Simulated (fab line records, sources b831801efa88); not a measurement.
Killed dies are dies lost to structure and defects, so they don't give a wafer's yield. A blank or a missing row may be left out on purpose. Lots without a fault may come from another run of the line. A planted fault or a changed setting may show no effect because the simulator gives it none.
A struck lot beside a sound one | flow sky130 | 43 steps out of a route of 708
Sound: wafers L935.1, L935.2, L935.5. Struck: wafers L927.1, L927.5. The cause comes at the end.
At each step with rows: each side's tool, then ch and its chambers, then its first start. Under that, the readings that differ: sound wafers | struck wafers | difference of the means | sigmas: that difference in standard deviations of wafers without a fault.
alike: readings whose means differ by less than 2 such deviations, and words and numbers that are the same on both sides. not compared: withheld readings, readings that some wafer has no value for, bounds like >300 that may hide the same value, and numbers for which the record gives no deviation and whose values overlap.
The two part at a step that has a row with sigmas, a row that says differs or no value, or rows on one side only. Numbers that don't overlap but have no deviation are shown without sigmas and don't part them. A reading that every wafer of one side lacks parts them only if that side has two wafers or more.

SKY_VT_ADJUST_HVTR_OVL_MEAS_08:
  sound on overlay-01, day 12 23:10; struck on overlay-02, day 10 13:15
  alike: VT_ADJUST_HVTR_OVL
then, 1 step without rows for these wafers: SKY_VT_ADJUST_HVTR_IMPLANT_09.
SKY_VT_ADJUST_HVTR_STRIP_10: strips in O2/N2.
  sound on plasma_asher-01 ch 0,1, day 12 23:21; struck on plasma_asher-04 ch 0,1, day 10 13:26
  reading                      | sound             | struck      | difference | sigmas
  strip_time_to_endpoint_s (s) | 14.14 14.11 14.14 | 14.25 14.20 | +0.09      | +3
  alike: drypump_motor_current_A, n2_flow_sccm, oes_product_au
  not compared: rf_hours_counter_h
SKY_VT_ADJUST_HVTR_TW_MEAS_11:
  sound on film_metro-03, day 12 23:27; struck on film_metro-04, day 10 13:32
  alike: VT_ADJUST_HVTR_TW
then, 7 steps without rows for these wafers: SKY_VT_ADJUST_PCH_DEHYDRATE_00 (time 60 s); SKY_VT_ADJUST_PCH_HMDS_01 (prime time 60 s); SKY_VT_ADJUST_PCH_COAT_02 (resist thk 3000 nm); SKY_VT_ADJUST_PCH_SOFTBAKE_03; SKY_VT_ADJUST_PCH_EXPOSE_04 (exposes mask NWM, target cd 840 nm); SKY_VT_ADJUST_PCH_PEB_05; SKY_VT_ADJUST_PCH_DEVELOP_06 (develop time 60 s).
SKY_VT_ADJUST_PCH_OVL_MEAS_07:
  sound on overlay-02, day 13 20:42; struck on overlay-02, day 11 12:50
  alike: VT_ADJUST_PCH_OVL
SKY_VT_ADJUST_PCH_IMPLANT_08:
  sound on implanter-01 ch 0, day 13 20:44; struck on implanter-03 ch 0, day 11 12:53
  alike: end_station_pressure_torr
SKY_VT_ADJUST_PCH_STRIP_09: strips in O2/N2.
  sound on plasma_asher-02 ch 0,1, day 13 20:53; struck on plasma_asher-03 ch 1, day 11 13:02
  alike: drypump_motor_current_A, n2_flow_sccm, oes_product_au, strip_time_to_endpoint_s
  not compared: rf_hours_counter_h
SKY_VT_ADJUST_PCH_TW_MEAS_10:
  sound on film_metro-03, day 13 20:59; struck on film_metro-01, day 11 13:08
  alike: VT_ADJUST_PCH_TW
then, 7 steps without rows for these wafers: SKY_SONOS_TUNNEL_DEHYDRATE_00 (time 60 s); SKY_SONOS_TUNNEL_HMDS_01 (prime time 60 s); SKY_SONOS_TUNNEL_COAT_02 (resist thk 1140 nm); SKY_SONOS_TUNNEL_SOFTBAKE_03 (time 60 s); SKY_SONOS_TUNNEL_EXPOSE_04 (exposes mask TUNM, target cd 410 nm); SKY_SONOS_TUNNEL_PEB_05; SKY_SONOS_TUNNEL_DEVELOP_06 (develop time 60 s).
SKY_SONOS_TUNNEL_CD_MEAS_07: target cd 410 nm.
  sound on cd_sem-01, day 14 23:28; struck on cd_sem-02, day 12 12:47
  alike: cd_nm
SKY_SONOS_TUNNEL_OVL_MEAS_08:
  sound on overlay-02, day 14 23:35; struck on overlay-01, day 12 12:54
  alike: SONOS_TUNNEL_OVL
then, 3 steps without rows for these wafers: SKY_SONOS_TUNNEL_IMPLANT_09; SKY_SONOS_TUNNEL_WET_ETCH_10 (etches SiO2 in dHF, target depth 14 nm, time 280 s); SKY_SONOS_TUNNEL_STRIP_11 (strips in SPM, time 600 s).
SKY_SONOS_TUNNEL_TW_MEAS_12:
  sound on film_metro-04, day 15 00:04; struck on film_metro-04, day 12 13:34
  alike: SONOS_TUNNEL_TW
then, 2 steps without rows for these wafers: SKY_SONOS_TUNNEL_CLEAN_13 (cleans in dHF, time 20 s); SKY_SONOS_ONO_OXIDATION_00 (stabilise 600 s, purge 300 s, target thk 2.6 nm).
SKY_SONOS_ONO_THK_MEAS_01:
  sound on film_metro-01, day 15 02:14; struck on film_metro-04, day 12 15:19
  alike: SONOS_ONO_OXIDATION_THK
then, 1 step without rows for these wafers: SKY_SONOS_ONO_CVD_02 (deposits Si3N4 from DCS/NH3, target thk 10.5 nm, time 180 s).
SKY_SONOS_ONO_THK_MEAS_03:
  sound on film_metro-02, day 15 05:04; struck on film_metro-02, day 13 16:11
  alike: SONOS_ONO_CVD_02_THK
then, 1 step without rows for these wafers: SKY_SONOS_ONO_CVD_04 (deposits SiO2 from SiH4/N2O, target thk 5.7199 nm).
SKY_SONOS_ONO_THK_MEAS_05:
  sound on film_metro-02, day 15 06:22; struck on film_metro-02, day 13 18:41
  alike: SONOS_ONO_CVD_04_THK
then, 7 steps without rows for these wafers: SKY_SONOS_ONO_DEHYDRATE_06 (time 60 s); SKY_SONOS_ONO_HMDS_07 (prime time 60 s); SKY_SONOS_ONO_COAT_08 (resist thk 1140 nm); SKY_SONOS_ONO_SOFTBAKE_09 (time 60 s); SKY_SONOS_ONO_EXPOSE_10 (exposes mask ONOM, target cd 410 nm); SKY_SONOS_ONO_PEB_11; SKY_SONOS_ONO_DEVELOP_12 (develop time 60 s).
-- the record jumps here: 34 days lie between the struck wafers' starts before and after (it left off in module SONOS_ONO and takes up again in module PAD_OPEN, whose first step shown is number 708 of the route) --
SKY_PAD_OPEN_PROBE_99:
  sound on prober-01, day 48 15:01; struck on prober-01, day 47 13:32
  reading | sound | struck                                            | difference                   | sigmas
  hold    | - - - | await_dispo/2.5h/release await_dispo/2.5h/release | no value on the sound wafers |
  alike: killed_at_M0_to_M3, killed_at_M4_up, killed_at_contacts, killed_at_front_end, killed_at_other, killed_dies, killed_open, killed_short

WHERE THEY PART
First at SKY_VT_ADJUST_HVTR_STRIP_10; last, within this record, at SKY_PAD_OPEN_PROBE_99.

WHY: what the simulator had put in
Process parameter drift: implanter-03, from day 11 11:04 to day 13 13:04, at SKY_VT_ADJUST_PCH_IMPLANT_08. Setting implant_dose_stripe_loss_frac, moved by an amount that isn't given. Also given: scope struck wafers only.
